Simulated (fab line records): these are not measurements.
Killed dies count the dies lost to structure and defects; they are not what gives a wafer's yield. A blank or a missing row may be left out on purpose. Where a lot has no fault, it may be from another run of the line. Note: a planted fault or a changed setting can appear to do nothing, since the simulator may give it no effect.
One fault through the eyes of 2 desks    flow sky130    what lay behind the numbers comes last; until then each desk has only its own

## AT THE METROLOGY DESK
Lot by lot, what the gauges showed, no matter which tool ran the lot: averages of those sampled wafers that carry a number. Marked OUT: a lot whose mean sits more than 4 standard deviations from the usual mean, which makes it out of limits; the brackets give that distance.
Columns: A = CONTACT_HDPCVD_THK at SKY_CONTACT_THK_MEAS_03, usual 570 nm; B = METAL1_ALCU_THK at SKY_METAL1_THK_MEAS_06, usual 255.1 nm
lot   first seen here  A    B
L485  day 29 23:00     573  256.6
L486  day 30 20:34     561  252.5
L487  day 30 21:49     564  253.2
L488  day 31 21:35     575  254.1
L493  day 33 10:02     571  256.9
L495  day 34 08:52     565  253.6
L498  day 34 17:50     566  254.0
L500  day 35 10:38     570  245.7
L504  day 36 17:56     575  255.6
L508  day 37 16:08     575  255.0
This desk's verdict: no lot among the 10 shows anything out of limits.

## TOOL OWNER'S DESK, pvdSputter-04
The tool's own readings at SKY_METAL1_SPUTTER_04 (material TiN, target thk 70 nm, time 58.3 s): means of the sampled wafers that have a number, for each lot that ran on this tool. Marked OUT: a lot whose mean sits more than 4 standard deviations from the usual mean, which makes it out of limits; the brackets give that distance.
Columns: A = throttleValvePct at SKY_METAL1_SPUTTER_04, usual 30.0 %
lot   first seen here  A
L485  day 31 06:02     30.3
L486  day 32 02:02     30.5
L487  day 32 03:24     29.5
L488  day 33 02:28     30.4
L493  day 34 14:28     30.3
L495  day 35 13:38     30.3
L498  day 35 22:49     30.4
L500  day 36 15:03     29.3
This desk's verdict: no lot among the 8 shows anything out of limits.

## PUT TOGETHER
From the metrology desk's view, nothing was out of limits.
Nothing out of limits was seen by the tool owner's desk.

## WHAT WAS PUT IN BY THE SIMULATOR
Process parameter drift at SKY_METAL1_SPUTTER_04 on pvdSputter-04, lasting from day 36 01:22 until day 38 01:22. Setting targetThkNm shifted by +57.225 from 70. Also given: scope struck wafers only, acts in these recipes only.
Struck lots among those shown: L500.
